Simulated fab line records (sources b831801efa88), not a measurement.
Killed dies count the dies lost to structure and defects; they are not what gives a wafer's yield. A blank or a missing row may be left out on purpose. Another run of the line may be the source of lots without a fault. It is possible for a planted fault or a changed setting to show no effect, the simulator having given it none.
What tool caused it? ; flow sky130 ; 10 lots (30 wafers sampled), 1 step of a 708-step route

WHAT EACH GAUGE READ, for each wafer
SKY_VIA3_THK_MEAS_23: measures by xrf.
lot;measured;on;VIA3_W_THK (nm)
L822;day 41 11:13;filmMetro-03;380 368 380
L826;day 42 08:16;filmMetro-02;386 385 389
L827;day 42 17:23;filmMetro-01;375 377 373
L828;day 42 19:23;filmMetro-02;388 388 387
L829;day 43 06:45;filmMetro-02;389 388 388
L834;day 44 07:23;filmMetro-01;377 374 380
L835;day 44 18:42;filmMetro-02;390 387 385
L836;day 45 14:13;filmMetro-02;378 375 382
L839;day 45 20:13;filmMetro-03;369 374 371
L840;day 46 01:58;filmMetro-02;377 380 381

WHICH TOOL RAN EACH LOT (tool, then ch and the chambers of the sampled wafers, then the start)
No process step before these readings appears in the record.

WHAT THE TOOLS THEMSELVES READ (means of the sampled wafers that have a number; where no wafer has one, the mark that the record gives instead)
The record holds no such reading with a usual standard deviation.

THE ANSWER, worked out from the rows above alone
Rule: what is usual is taken from the lots themselves. The widest of any qualifying gaps counts: lots, ordered by their means at a reading, are off when they make up no more than a third of the lots, leave a main group of 4 or more, and stand apart from it by 3 or more times the standard deviation of that group's means. The tables above print the reading to a certain number of digits; a main group whose means all agree to those digits is not used. Also off: a lot with no number at a reading for which 4 or more lots have one. Where the step has rows for the other lots, those lots are counted as sound. First the gauges in route order, then the tools' own readings, where a lot's mean is used as printed above. The first step at which some lot is off is used, and at that step the reading that is off furthest; a lot without a number counts as furthest.
No lot is off on any of the readings shown, so nothing can be concluded from this.

WHAT HAD BEEN PUT IN BY THE SIMULATOR
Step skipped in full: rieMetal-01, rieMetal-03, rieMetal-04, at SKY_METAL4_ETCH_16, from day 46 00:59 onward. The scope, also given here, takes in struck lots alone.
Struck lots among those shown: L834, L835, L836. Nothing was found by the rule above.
